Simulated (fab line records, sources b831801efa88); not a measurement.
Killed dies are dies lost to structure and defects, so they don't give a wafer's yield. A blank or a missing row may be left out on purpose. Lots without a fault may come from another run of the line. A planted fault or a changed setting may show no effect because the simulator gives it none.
A struck lot beside a sound one | flow sky130 | 15 steps out of a route of 708
Sound: wafers L134.1, L134.2, L134.4. Struck: wafers L126.1, L126.3, L126.6. The cause comes at the end.
At each step with rows: each side's tool, then ch and its chambers, then its first start. Under that, the readings that differ: sound wafers | struck wafers | difference of the means | sigmas: that difference in standard deviations of wafers without a fault.
alike: readings whose means differ by less than 2 such deviations, and words and numbers that are the same on both sides. not compared: withheld readings, readings that some wafer has no value for, bounds like >300 that may hide the same value, and numbers for which the record gives no deviation and whose values overlap.
The two part at a step that has a row with sigmas, a row that says differs or no value, or rows on one side only. Numbers that don't overlap but have no deviation are shown without sigmas and don't part them. A reading that every wafer of one side lacks parts them only if that side has two wafers or more.

SKY_LI_CONTACT_CD_MEAS_12: target cd 170 nm.
  sound on cd_sem-01, day 32 21:52; struck on cd_sem-01, day 32 07:24
  alike: cd_nm
SKY_LI_CONTACT_OVL_MEAS_13:
  sound on overlay-02, day 32 22:01; struck on overlay-02, day 32 07:31
  alike: LI_CONTACT_OVL
then, 2 steps without rows for these wafers: SKY_LI_CONTACT_ETCH_14 (etches BARC in N2/H2, stops on SiO2, time 45.9 s, target depth 60 nm); SKY_LI_CONTACT_ETCH_15 (etches PSG in C4F8/O2/Ar, stops on Si, target depth 600 nm).
SKY_LI_CONTACT_STRIP_16: strips in O2/N2.
  sound on plasma_asher-02 ch 0,1, day 32 22:10; struck on plasma_asher-02 ch 0, day 32 07:41
  alike: chamber_pressure_mTorr, drypump_motor_current_A, oes_product_au, strip_time_to_endpoint_s
  not compared: rf_hours_counter_h
then, 2 steps without rows for these wafers: SKY_LI_CONTACT_CLEAN_17 (cleans in NMP, time 600 s); SKY_LI_CONTACT_PRE_CLEAN_18 (time 5.6 s).
SKY_LI_CONTACT_SPUTTER_19: material Ti, target thk 20 nm, time 106.37 s.
  sound on pvd_sputter-03, day 32 22:28; struck on pvd_sputter-03, day 32 07:59
  alike: throttle_valve_pct
SKY_LI_CONTACT_SPUTTER_20: material TiN, target thk 20 nm, time 80 s.
  sound on pvd_sputter-03, day 32 22:32; struck on pvd_sputter-03, day 32 08:04
  alike: throttle_valve_pct
SKY_LI_CONTACT_CVD_21: deposits W, target thk 400 nm, time 120.56 s.
  sound on cvd_w-02 ch 0,1, day 32 22:36; struck on cvd_w-02 ch 1, day 32 08:07
  alike: heater_power_w
SKY_LI_CONTACT_RS_MEAS_22: measures by four-point-probe.
  sound on film_metro-04, day 32 22:44; struck on film_metro-02, day 32 08:14
  alike: LI_CONTACT_W_RS
SKY_LI_CONTACT_THK_MEAS_23: measures by xrf.
  sound on film_metro-04, day 32 22:51; struck on film_metro-02, day 32 08:22
  alike: LI_CONTACT_W_THK
SKY_LI_CONTACT_CMP_24: polishes, stops on PSG, t overpolish 20 s, target thk 0 nm.
  sound on cmp-02 ch 1,2,3, day 32 22:55; struck on cmp-01 ch 1,3, day 32 08:25
  reading                | sound             | struck            | difference | sigmas
  motor_current_A (A)    | 9.7 9.4 10.3      | 14.4 11.8 11.5    | +2.8       | +2
  platen_rpm (rpm)       | 59.98 59.97 60.04 | 65.99 66.07 66.05 | +6.04      | +99 or more
  time_to_endpoint_s (s) | 93 101 95         | 90 85 83          | -10        | -3
  alike: overpolish_run_s
SKY_LOCAL_INTERCONNECT_SPUTTER_00: material TiN, target thk 100 nm, time 83.3 s.
  sound on pvd_sputter-04, day 32 23:13; struck on pvd_sputter-04, day 32 08:43
  alike: throttle_valve_pct
-- the record jumps here: 16 days lie between the struck wafers' starts before and after (it left off in module LOCAL_INTERCONNECT and takes up again in module PAD_OPEN, whose first step shown is number 708 of the route) --
SKY_PAD_OPEN_PROBE_99:
  sound on prober-02, day 48 17:08; struck on prober-02, day 48 06:28
  reading            | sound    | struck   | difference | sigmas
  killed_at_contacts | 23 18 11 | 26 28 36 | +13        | +2
  killed_open        | 44 32 33 | 53 44 59 | +16        | +2
  alike: killed_at_M0_to_M3, killed_at_M4_up, killed_at_front_end, killed_at_other, killed_dies, killed_short

WHERE THEY PART
First at SKY_LI_CONTACT_CMP_24; last, within this record, at SKY_PAD_OPEN_PROBE_99.

WHY: what the simulator had put in
Process parameter drift: cmp-01, from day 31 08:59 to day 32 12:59, at SKY_LI_CONTACT_CMP_24. Setting platen_rpm, moved by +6, from 60. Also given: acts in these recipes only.
